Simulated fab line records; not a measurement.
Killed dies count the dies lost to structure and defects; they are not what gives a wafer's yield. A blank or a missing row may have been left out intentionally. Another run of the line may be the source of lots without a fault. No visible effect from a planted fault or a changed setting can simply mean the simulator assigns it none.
fab line records | flow sky130
record: lots: 15 | wafers: 45 | last-day: 51
route steps=708 shown METAL4@601 CAP2M@616
lots with no fault: from the same line, run without faults
start-h: hours from the record's first day to the start of the lot's first wafer shown | wait-h: hours from the lot's prior step to this one | " unchanged from the row above | L1.1+2: one row covering several wafers at once | - value missing, or start not given | * or withheld: withheld | < > ~ a bound
route shown NAME@n: names a module that has steps shown in the file, with the first one's number in the route | usual: mean and standard deviation over wafers with no fault | same: alike in all rows | chamber/n: place in a boat | sites: each site's reading | _std_site: the standard deviation of these | _edge_site: the outer-site mean with the inner-site mean subtracted | radius-mm: how far each site lies from the wafer's centre | mask NAME#n: copy n | behind: the most recent tool/chamber to have shaped the wafer | hold: why the lot was held/for how many hours/how that ended | device: the n, p or np transistor that did not switch | end of line: the tests these same wafers got at the end of their route | for a step that has no rows: nothing shown but its recipe | killed: count of dies lost to structure and defects at first sort (not the wafer's yield) | map: dies across one wafer; x = killed, . = not, _ = none there
set.NAME: the setting the step ran with; set.NAME@STEP: the setting that earlier step ran with | model.NAME: the simulator's own value behind a step, which no gauge read
a sample of lots followed through the steps of the route, with each step as a table and each wafer as a row
services: a tool's chamber out of use, with start hour (start-h, from the record's first day; less than 0 if before it), hours out, and reason
== steps ==
step: SKY_METAL4_SPUTTER_03
recipe: material: Ti | target-thk-nm: 5 | power-w: 3000 | time-s: 3.3 | chamber-pressure-pa: 0.4
usual: cathode-dc-power-W: 3000.0/0.57 | throttle-valve-pct: 29.9/0.91
lot.wafer | tool           | chamber | start-h | wait-h | cathode-dc-power-W | throttle-valve-pct
L280.1    | pvd-sputter-04 | -       | 931.67  | 0.0    | 3000.4             | 29.7
L280.2    | "              | -       | "       | "      | 3000.5             | 30.7
L280.4    | "              | -       | "       | "      | 3000.3             | 30.8
L283.3    | pvd-sputter-01 | -       | 969.67  | 0.0    | 2999.6             | 28.7
L283.4    | "              | -       | "       | "      | 3000.3             | 29.5
L283.5    | "              | -       | "       | "      | 2999.4             | 28.6
L285.1    | pvd-sputter-01 | -       | 972.44  | 0.0    | 2999.3             | 29.8
L285.3    | "              | -       | "       | "      | 3000.1             | 28.8
L285.4    | "              | -       | "       | "      | 3000.2             | 31.4
L284.3    | pvd-sputter-01 | -       | 977.55  | 0.0    | 3000.9             | 28.6
L284.4    | "              | -       | "       | "      | 2999.8             | 29.7
L284.5    | "              | -       | "       | "      | 2999.3             | 29.8
L286.2    | pvd-sputter-03 | -       | 986.96  | 0.0    | 3000.8             | 31.7
L286.3    | "              | -       | "       | "      | 3000.3             | 29.4
L286.6    | "              | -       | "       | "      | 2999.3             | 29.0
L287.3    | pvd-sputter-04 | -       | 996.22  | 0.0    | 3000.7             | 30.8
L287.4    | "              | -       | "       | "      | 3000.3             | 29.5
L287.5    | "              | -       | "       | "      | 2999.0             | 29.6
L288.2    | pvd-sputter-04 | -       | 997.69  | 0.0    | 3000.3             | 31.1
L288.3    | "              | -       | "       | "      | 2999.6             | 29.8
L288.6    | "              | -       | "       | "      | 2999.5             | 29.8
L295.1    | pvd-sputter-01 | -       | 1061.08 | 0.0    | 2999.7             | 30.9
L295.3    | "              | -       | "       | "      | 2999.3             | 29.7
L295.4    | "              | -       | "       | "      | 3000.8             | 29.9
L296.2    | pvd-sputter-01 | -       | 1066.19 | 0.0    | 2999.4             | 30.2
L296.4    | "              | -       | "       | "      | 2999.4             | 29.9
L296.5    | "              | -       | "       | "      | 2999.9             | 30.1
L297.1    | pvd-sputter-01 | -       | 1077.18 | 0.0    | 3000.7             | 28.4
L297.4    | "              | -       | "       | "      | 3000.4             | 30.8
L297.6    | "              | -       | "       | "      | 3000.6             | 28.9
L298.1    | pvd-sputter-01 | -       | 1082.24 | 0.0    | 2999.3             | 28.9
L298.2    | "              | -       | "       | "      | 2999.8             | 31.2
L298.6    | "              | -       | "       | "      | 3000.3             | 30.0
L300.2    | pvd-sputter-03 | -       | 1089.63 | 0.0    | 3000.6             | 28.6
L300.4    | "              | -       | "       | "      | 2999.7             | 31.4
L300.6    | "              | -       | "       | "      | 2999.9             | 29.0
L302.1    | pvd-sputter-04 | -       | 1093.22 | 0.0    | 3000.3             | 30.5
L302.2    | "              | -       | "       | "      | 3000.3             | 30.8
L302.5    | "              | -       | "       | "      | 2999.8             | 29.6
L301.4    | pvd-sputter-04 | -       | 1095.44 | 0.0    | 3000.0             | 30.9
L301.5    | "              | -       | "       | "      | 3000.9             | 30.5
L301.6    | "              | -       | "       | "      | 3000.8             | 29.6
L303.2    | pvd-sputter-04 | -       | 1097.73 | 0.0    | 2999.4             | 29.5
L303.4    | "              | -       | "       | "      | 3000.6             | 29.4
L303.5    | "              | -       | "       | "      | 3000.0             | 30.8
step: SKY_CAP2M_METAL_ETCH_13
recipe: target-depth-nm: 220 | stop-on: SiO2 | chemistry: Cl2/BCl3 | target: TiN | pressure-mtorr: 10 | icp-w: 900 | bias-w: 48.5 | Cl2_flow_sccm: 60 | bcl3-flow-sccm: 30 | time-s: 62.9
usual: drypump-motor-current-A: 5.4/0.43 | oes-product-au: 0.942/0.0079 | throttle-valve-pct: 21.902/0.011
lot.wafer | tool         | chamber | start-h | wait-h | drypump-motor-current-A | oes-product-au | rf-hours-counter-h | throttle-valve-pct
L280.1    | rie-metal-03 | 1       | 956.62  | 0.0    | 5.3                     | 0.946          | 7                  | 21.908
L280.2    | "            | 0       | "       | "      | 5.4                     | 0.942          | 18                 | 21.891
L280.4    | "            | 1       | "       | "      | 5.3                     | 0.935          | -                  | 21.889
L283.3    | rie-metal-03 | 0       | 993.65  | 0.0    | 5.4                     | 0.942          | -                  | 21.918
L283.4    | "            | 1       | "       | "      | 5.3                     | 0.927          | -                  | 21.909
L283.5    | "            | 0       | "       | "      | 5.4                     | 0.948          | -                  | 21.895
L285.1    | rie-metal-01 | 1       | 996.76  | 0.0    | 6.1                     | 0.944          | 13                 | 21.886
L285.3    | "            | 1       | "       | "      | 6.2                     | 0.952          | -                  | 21.926
L285.4    | "            | 0       | "       | "      | 5.1                     | 0.948          | -                  | 21.895
L284.3    | rie-metal-04 | 0       | 1001.23 | 0.0    | 5.8                     | 0.951          | -                  | 21.890
L284.4    | "            | 1       | "       | "      | 4.8                     | 0.940          | -                  | 21.888
L284.5    | "            | 1       | "       | "      | 4.8                     | 0.937          | -                  | 21.888
L286.2    | rie-metal-04 | 1       | 1010.26 | 0.0    | 4.7                     | 0.942          | 17                 | 21.914
L286.3    | "            | 1       | "       | "      | 4.7                     | 0.947          | -                  | 21.916
L286.6    | "            | 0       | "       | "      | 5.8                     | 0.952          | -                  | 21.906
L287.3    | rie-metal-04 | 0       | 1019.83 | 0.0    | 5.9                     | 0.928          | -                  | 21.916
L287.4    | "            | 1       | "       | "      | 4.8                     | 0.935          | -                  | 21.910
L287.5    | "            | 0       | "       | "      | 5.9                     | 0.932          | -                  | 21.908
L288.2    | rie-metal-01 | 1       | 1021.69 | 0.0    | 6.2                     | 0.942          | 14                 | 21.911
L288.3    | "            | 1       | "       | "      | 6.2                     | 0.933          | -                  | 21.909
L288.6    | "            | 0       | "       | "      | 5.1                     | 0.941          | -                  | 21.912
L295.1    | rie-metal-01 | 0       | 1082.17 | 0.0    | 5.1                     | 0.939          | 14                 | 21.910
L295.3    | "            | 0       | "       | "      | 5.1                     | 0.933          | -                  | 21.893
L295.4    | "            | 1       | "       | "      | 6.2                     | 0.941          | -                  | 21.919
L296.2    | rie-metal-03 | 1       | 1087.54 | 0.0    | 5.3                     | 0.957          | 15                 | 21.895
L296.4    | "            | 1       | "       | "      | 5.3                     | 0.940          | -                  | 21.905
L296.5    | "            | 1       | "       | "      | 5.3                     | 0.946          | -                  | 21.909
L297.1    | rie-metal-03 | 0       | 1098.11 | 0.0    | 5.4                     | 0.930          | 5                  | 21.908
L297.4    | "            | 1       | "       | "      | 5.3                     | 0.927          | -                  | 21.909
L297.6    | "            | 0       | "       | "      | 5.4                     | 0.943          | -                  | 21.904
L298.1    | rie-metal-04 | 1       | 1102.89 | 0.0    | 4.7                     | 0.946          | 23                 | 21.895
L298.2    | "            | 0       | "       | "      | 5.8                     | 0.944          | 26                 | 21.902
L298.6    | "            | 1       | "       | "      | 4.7                     | 0.950          | -                  | 21.888
L300.2    | rie-metal-01 | 1       | 1110.52 | 0.0    | 6.1                     | 0.937          | 20                 | 21.884
L300.4    | "            | 0       | "       | "      | 5.1                     | 0.937          | -                  | 21.915
L300.6    | "            | 0       | "       | "      | 5.1                     | 0.942          | -                  | 21.907
L302.1    | rie-metal-04 | 1       | 1114.22 | 0.0    | 4.8                     | 0.944          | 24                 | 21.883
L302.2    | "            | 1       | "       | "      | 4.8                     | 0.955          | -                  | 21.889
L302.5    | "            | 1       | "       | "      | 4.8                     | 0.943          | -                  | 21.899
L301.4    | rie-metal-01 | 0       | 1116.19 | 0.0    | 5.1                     | 0.930          | -                  | 21.900
L301.5    | "            | 0       | "       | "      | 5.1                     | 0.935          | -                  | 21.909
L301.6    | "            | 1       | "       | "      | 6.2                     | 0.932          | -                  | 21.908
L303.2    | rie-metal-03 | 0       | 1118.41 | 0.0    | 5.4                     | 0.946          | 6                  | 21.890
L303.4    | "            | 0       | "       | "      | 5.4                     | 0.950          | -                  | 21.900
L303.5    | "            | 0       | "       | "      | 5.4                     | 0.941          | -                  | 21.902
step: SKY_CAP2M_STRIP_14
recipe: chemistry: O2/N2 | power-w: 1400 | pressure-mtorr: 1500 | platen-temp-c: withheld | o2-flow-sccm: 3000 | n2-flow-sccm: 300 | overash-fraction: 0.5
usual: drypump-motor-current-A: 5.5/0.5 | oes-product-au: 0.710/0.0041 | strip-time-to-endpoint-s: 12.68/0.052
lot.wafer | tool            | chamber | start-h | wait-h | drypump-motor-current-A | oes-product-au | rf-hours-counter-h | strip-time-to-endpoint-s
L280.1    | plasma-asher-03 | 1       | 956.70  | 0.1    | 5.8                     | 0.708          | 21                 | 12.65
L280.2    | "               | 0       | "       | "      | 6.4                     | 0.714          | 21                 | 12.56
L280.4    | "               | 1       | "       | "      | 5.8                     | 0.711          | -                  | 12.61
L283.3    | plasma-asher-03 | 1       | 993.73  | 0.1    | 5.8                     | 0.709          | -                  | 12.64
L283.4    | "               | 0       | "       | "      | 6.3                     | 0.715          | -                  | 12.74
L283.5    | "               | 1       | "       | "      | 5.8                     | 0.716          | -                  | 12.62
L285.1    | plasma-asher-04 | 1       | 996.84  | 0.1    | 4.9                     | 0.707          | 55                 | 12.75
L285.3    | "               | 1       | "       | "      | 4.9                     | 0.706          | -                  | 12.75
L285.4    | "               | 0       | "       | "      | 5.2                     | 0.708          | -                  | 12.75
L284.3    | plasma-asher-03 | 1       | 1001.32 | 0.1    | 5.8                     | 0.705          | -                  | 12.71
L284.4    | "               | 0       | "       | "      | 6.3                     | 0.713          | -                  | 12.73
L284.5    | "               | 0       | "       | "      | 6.4                     | 0.708          | -                  | 12.74
L286.2    | plasma-asher-03 | 1       | 1010.34 | 0.1    | 5.8                     | 0.713          | 26                 | 12.74
L286.3    | "               | 0       | "       | "      | 6.3                     | 0.710          | -                  | 12.77
L286.6    | "               | 1       | "       | "      | 5.8                     | 0.714          | -                  | 12.75
L287.3    | plasma-asher-04 | 1       | 1019.92 | 0.1    | 4.9                     | 0.713          | -                  | 12.63
L287.4    | "               | 0       | "       | "      | 5.2                     | 0.706          | -                  | 12.67
L287.5    | "               | 1       | "       | "      | 4.9                     | 0.707          | -                  | 12.66
L288.2    | plasma-asher-03 | 1       | 1021.77 | 0.1    | 5.8                     | 0.716          | 27                 | 12.65
L288.3    | "               | 0       | "       | "      | 6.4                     | 0.711          | -                  | 12.66
L288.6    | "               | 0       | "       | "      | 6.3                     | 0.710          | -                  | 12.70
L295.1    | plasma-asher-03 | 0       | 1082.25 | 0.1    | 6.3                     | 0.717          | 34                 | 12.76
L295.3    | "               | 1       | "       | "      | 5.8                     | 0.712          | -                  | 12.63
L295.4    | "               | 0       | "       | "      | 6.3                     | 0.709          | -                  | 12.74
L296.2    | plasma-asher-02 | 1       | 1087.62 | 0.1    | 5.6                     | 0.717          | 97                 | 12.73
L296.4    | "               | 1       | "       | "      | 5.6                     | 0.709          | -                  | 12.70
L296.5    | "               | 1       | "       | "      | 5.6                     | 0.710          | -                  | 12.74
L297.1    | plasma-asher-04 | 0       | 1098.19 | 0.1    | 5.2                     | 0.708          | 65                 | 12.66
L297.4    | "               | 1       | "       | "      | 4.9                     | 0.709          | -                  | 12.73
L297.6    | "               | 0       | "       | "      | 5.2                     | 0.706          | -                  | 12.69
L298.1    | plasma-asher-04 | 1       | 1102.97 | 0.1    | 4.9                     | 0.713          | 65                 | 12.80
L298.2    | "               | 0       | "       | "      | 5.2                     | 0.706          | 65                 | 12.67
L298.6    | "               | 0       | "       | "      | 5.2                     | 0.707          | -                  | 12.70
L300.2    | plasma-asher-02 | 1       | 1110.62 | 0.1    | 5.6                     | 0.709          | 99                 | 12.70
L300.4    | "               | 0       | "       | "      | 5.1                     | 0.713          | -                  | 12.74
L300.6    | "               | 0       | "       | "      | 5.1                     | 0.708          | -                  | 12.78
L302.1    | plasma-asher-03 | 0       | 1114.38 | 0.1    | 6.3                     | 0.711          | 37                 | 12.66
L302.2    | "               | 1       | "       | "      | 5.8                     | 0.708          | 37                 | 12.67
L302.5    | "               | 0       | "       | "      | 6.3                     | 0.708          | -                  | 12.68
L301.4    | plasma-asher-04 | 1       | 1116.30 | 0.1    | 4.9                     | 0.712          | -                  | 12.66
L301.5    | "               | 1       | "       | "      | 4.9                     | 0.708          | -                  | 12.63
L301.6    | "               | 0       | "       | "      | 5.2                     | 0.708          | -                  | 12.66
L303.2    | plasma-asher-03 | 1       | 1118.49 | 0.1    | 5.8                     | 0.711          | 37                 | 12.64
L303.4    | "               | 1       | "       | "      | 5.8                     | 0.715          | -                  | 12.67
L303.5    | "               | 1       | "       | "      | 5.8                     | 0.713          | -                  | 12.67
step: SKY_METAL4_EXPOSE_10
recipe: mask-id: MM4 | na: 0.68 | source-shape: annular | sigma-inner: 0.4 | sigma-outer: 0.8 | target-cd-nm: 300 | dose-mj: 28
lot.wafer  | tool           | chamber | start-h | wait-h | mask
L280.1+2+4 | krf-scanner-01 | 0       | 969.90  | -      | MM4#0
L283.3+4+5 | krf-scanner-01 | 0       | 1006.42 | -      | MM4#0
L285.1+3+4 | krf-scanner-02 | 0       | 1009.40 | -      | MM4#0
L284.3+4+5 | krf-scanner-02 | 0       | 1014.72 | -      | MM4#0
L286.2+3+6 | krf-scanner-02 | 0       | 1022.65 | -      | MM4#0
L287.3+4+5 | krf-scanner-02 | 0       | 1031.67 | -      | MM4#0
L288.2+3+6 | krf-scanner-02 | 0       | 1033.62 | -      | MM4#0
L295.1+3+4 | krf-scanner-01 | 0       | 1093.41 | -      | MM4#0
L296.2+4+5 | krf-scanner-01 | 0       | 1097.80 | -      | MM4#0
L297.1+4+6 | krf-scanner-02 | 0       | 1110.13 | -      | MM4#0
L298.1+2+6 | krf-scanner-01 | 0       | 1114.23 | -      | MM4#0
L300.2+4+6 | krf-scanner-01 | 0       | 1120.86 | -      | MM4#0
L302.1+2+5 | krf-scanner-01 | 0       | 1124.65 | -      | MM4#0
L301.4+5+6 | krf-scanner-01 | 0       | 1126.94 | -      | MM4#0
L303.2+4+5 | krf-scanner-01 | 0       | 1129.31 | -      | MM4#0
step: SKY_METAL4_CD_MEAS_13
recipe: target-cd-nm: 300
usual: cd-nm: 300.1/1.2
lot.wafer | tool      | chamber | start-h | wait-h | cd-nm
L280.1    | cd-sem-01 | -       | 981.73  | -      | 298.6
L280.2    | "         | -       | "       | "      | 299.7
L280.4    | "         | -       | "       | "      | 301.2
L283.3    | cd-sem-02 | -       | 1018.13 | -      | 300.0
L283.4    | "         | -       | "       | "      | 299.0
L283.5    | "         | -       | "       | "      | 300.9
L285.1    | cd-sem-01 | -       | 1021.29 | -      | 298.8
L285.3    | "         | -       | "       | "      | 298.9
L285.4    | "         | -       | "       | "      | 299.1
L284.3    | cd-sem-02 | -       | 1025.28 | -      | 299.5
L284.4    | "         | -       | "       | "      | 300.1
L284.5    | "         | -       | "       | "      | 300.3
L286.2    | cd-sem-02 | -       | 1033.70 | -      | 194.3
L286.3    | "         | -       | "       | "      | 194.2
L286.6    | "         | -       | "       | "      | 302.0
L287.3    | cd-sem-01 | -       | 1042.84 | -      | 195.0
L287.4    | "         | -       | "       | "      | 195.1
L287.5    | "         | -       | "       | "      | 300.6
L288.2    | cd-sem-02 | -       | 1044.77 | -      | 193.4
L288.3    | "         | -       | "       | "      | 195.0
L288.6    | "         | -       | "       | "      | 300.0
L295.1    | cd-sem-01 | -       | 1103.48 | -      | 301.4
L295.3    | "         | -       | "       | "      | 302.5
L295.4    | "         | -       | "       | "      | 301.7
L296.2    | cd-sem-01 | -       | 1108.16 | -      | 299.9
L296.4    | "         | -       | "       | "      | 300.6
L296.5    | "         | -       | "       | "      | 300.4
L297.1    | cd-sem-01 | -       | 1119.55 | -      | 302.1
L297.4    | "         | -       | "       | "      | 300.3
L297.6    | "         | -       | "       | "      | 300.5
L298.1    | cd-sem-01 | -       | 1123.15 | -      | 299.2
L298.2    | "         | -       | "       | "      | 297.8
L298.6    | "         | -       | "       | "      | 299.8
L300.2    | cd-sem-01 | -       | 1131.35 | -      | 300.5
L300.4    | "         | -       | "       | "      | 300.8
L300.6    | "         | -       | "       | "      | 301.3
L302.1    | cd-sem-02 | -       | 1134.53 | -      | 298.4
L302.2    | "         | -       | "       | "      | 300.3
L302.5    | "         | -       | "       | "      | 299.7
L301.4    | cd-sem-02 | -       | 1136.34 | -      | 299.1
L301.5    | "         | -       | "       | "      | 300.5
L301.6    | "         | -       | "       | "      | 300.1
L303.2    | cd-sem-02 | -       | 1138.72 | -      | 302.6
L303.4    | "         | -       | "       | "      | 300.7
L303.5    | "         | -       | "       | "      | 302.4
== services ==
tool            | chamber | start-h | hours | kind
krf-scanner-01  | -       | 908.03  | 1.3   | pm
rie-metal-01    | -       | 920.99  | 2.8   | pm
plasma-asher-04 | -       | 951.47  | 0.5   | repair
krf-scanner-01  | -       | 952.23  | 4.0   | pm
plasma-asher-04 | -       | 973.11  | 0.7   | repair
krf-scanner-01  | -       | 974.60  | 1.0   | pm
krf-scanner-01  | -       | 976.47  | 3.3   | repair
pvd-sputter-01  | -       | 980.58  | 0.6   | repair
plasma-asher-02 | -       | 986.71  | 8.0   | repair
krf-scanner-02  | -       | 992.59  | 1.3   | pm
krf-scanner-02  | -       | 995.95  | 1.0   | pm
rie-metal-04    | -       | 1002.14 | 0.2   | repair
krf-scanner-02  | -       | 1013.64 | 0.8   | pm
pvd-sputter-03  | -       | 1019.39 | 1.4   | repair
pvd-sputter-01  | -       | 1035.19 | 10.1  | repair
krf-scanner-01  | -       | 1036.89 | 0.8   | pm
krf-scanner-01  | -       | 1049.40 | 0.8   | repair
pvd-sputter-01  | -       | 1051.10 | 7.3   | repair
pvd-sputter-01  | -       | 1058.87 | 0.6   | repair
plasma-asher-04 | -       | 1071.79 | 4.3   | pm
krf-scanner-02  | -       | 1073.39 | 2.6   | repair
krf-scanner-01  | -       | 1083.93 | 1.3   | pm
krf-scanner-02  | -       | 1088.13 | 1.7   | repair
pvd-sputter-01  | -       | 1099.19 | 1.9   | repair
== key ==
first-sign: step: SKY_METAL4_CD_MEAS_13 | reading: cd-nm | direction: down | sigmas: 88 | usual: 300.1 | struck: 194.5
effect none on later readings
met-at SKY_METAL4_EXPOSE_10
struck-lots L286,L287,L288
struck-wafers L286.2,L286.3,L287.3,L287.4,L288.2,L288.3
later-rows-left-out L286.2,L286.3,L287.3,L287.4,L288.2,L288.3
sort-left-out L286.2,L286.3,L287.3,L287.4,L288.2,L288.3
not-acting-at SKY_METAL4_SPUTTER_03,SKY_CAP2M_METAL_ETCH_13,SKY_CAP2M_STRIP_14
onset-between 1014.72 1022.65
fault: kind: process-parameter-drift | tool: krf-scanner-02 | chamber: - | onset-h: 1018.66 | steps: SKY_METAL4_EXPOSE_10 | channel: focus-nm | offset: 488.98 | shape: step | end-h: 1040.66 | scope: struck-wafers-only
sort-left-out: the simulated sort isn't trusted on such a fault, so these wafers' sort isn't shown, and their yield isn't known
later-rows-left-out: the simulator's readings of these wafers behind a module that went badly wrong aren't trusted and aren't shown, but for the sort
